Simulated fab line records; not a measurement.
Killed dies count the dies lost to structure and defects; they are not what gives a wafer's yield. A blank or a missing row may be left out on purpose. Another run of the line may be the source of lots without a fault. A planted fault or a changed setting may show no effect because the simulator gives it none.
Code-filled problem report in 8D (eight disciplines) form	flow sky130	the parts of the form that need people (team, actions taken, sign-off) are left out

== 1. WHAT IS WRONG ==
At SKY_VT_ADJUST_NCORE_CD_MEAS_07, cd-nm averages 307.8 nm over 2 wafers from 2 lots, while fault-free wafers read 380.2 nm, standard deviation 2.7. That is -27 standard deviations from the usual mean.
The step: target cd 380 nm.
The first sign was on wafer L834.4 at day 11 09:43, on cd-sem-02. The record holds 40 wafers of 14 lots with a number at this step. By rule, "out" or "out of limits" means more than 4 standard deviations away from the usual mean. The rest of the wafers with a number are treated as sound.

== 2. WHAT IT IS; WHAT IT IS NOT ==
question	is	is not
which readings at this step	cd-nm	-
which lots	L834, L835	L824, L825, L836, L837, L838, L841, L842, L843, L844, L845, L846, L847
which wafers of those lots	L834.4, L835.5	L834.3, L835.3
read on which gauges	cd-sem-01, cd-sem-02	-
when	from day 11 09:43	up to then (7 sound wafers); but 31 sound wafers of L835, L836, L837, L838, L841, L842, L843, L844, L845, L846, L847 came after

== 3. WHAT RULES OUT EACH SUSPECT ==
Counting: if a tool at a process step up to the reading ran every lot that is out, it stays a suspect. Sound lots after the first of them don't rule it out here, since some wafers of a struck lot are sound.
- the gauge at SKY_VT_ADJUST_NCORE_CD_MEAS_07 is ruled out. The wafers that are out were read on 2 gauges (cd-sem-01, cd-sem-02).
- litho-track-01 at SKY_VT_ADJUST_NCORE_DEVELOP_06 (develop time 60 s): kept. It ran every lot that is out, first L834 (day 11 09:34).
Left after counting: litho-track-01 at SKY_VT_ADJUST_NCORE_DEVELOP_06.

== 4. THE CAUSE (what the simulator had put in) ==
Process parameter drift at SKY_VT_ADJUST_NCORE_DEVELOP_06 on litho-track-01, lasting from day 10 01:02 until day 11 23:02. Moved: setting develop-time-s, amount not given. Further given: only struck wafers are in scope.
Counting left only this tool.

== 5. THE EFFECT CHAIN, in route order ==
Rows list readings where the struck wafers' mean (over those with a number) sits beyond 3 standard deviations from the usual. Only readings for which the record gives a usual standard deviation are gone through. hours: the time from each lot's start at the first step in this table that gives one to its start at this step, as a median over the lots. sigmas: the change in usual standard deviations.
hours	step	reading	usual	on struck wafers	change	sigmas
0	SKY_VT_ADJUST_NCORE_CD_MEAS_07	cd-nm	380.2 nm	307.8	-72.4	-27
Later measuring or inspecting steps at which every struck wafer that the step has a row for has a number for every such reading, and none has moved that far: SKY_SONOS_TUNNEL_CD_MEAS_07.

== 6. WHAT WOULD HAVE CAUGHT IT SOONER ==
The first out-of-limits reading at a measuring or inspecting step in this record came at day 11 09:43, 33 hours after the fault's start at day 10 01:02.
Of the lots that are out (2), L835 began SKY_VT_ADJUST_NCORE_DEVELOP_06 on litho-track-01 after day 11 09:43. Holding the tool at that time would have saved it.
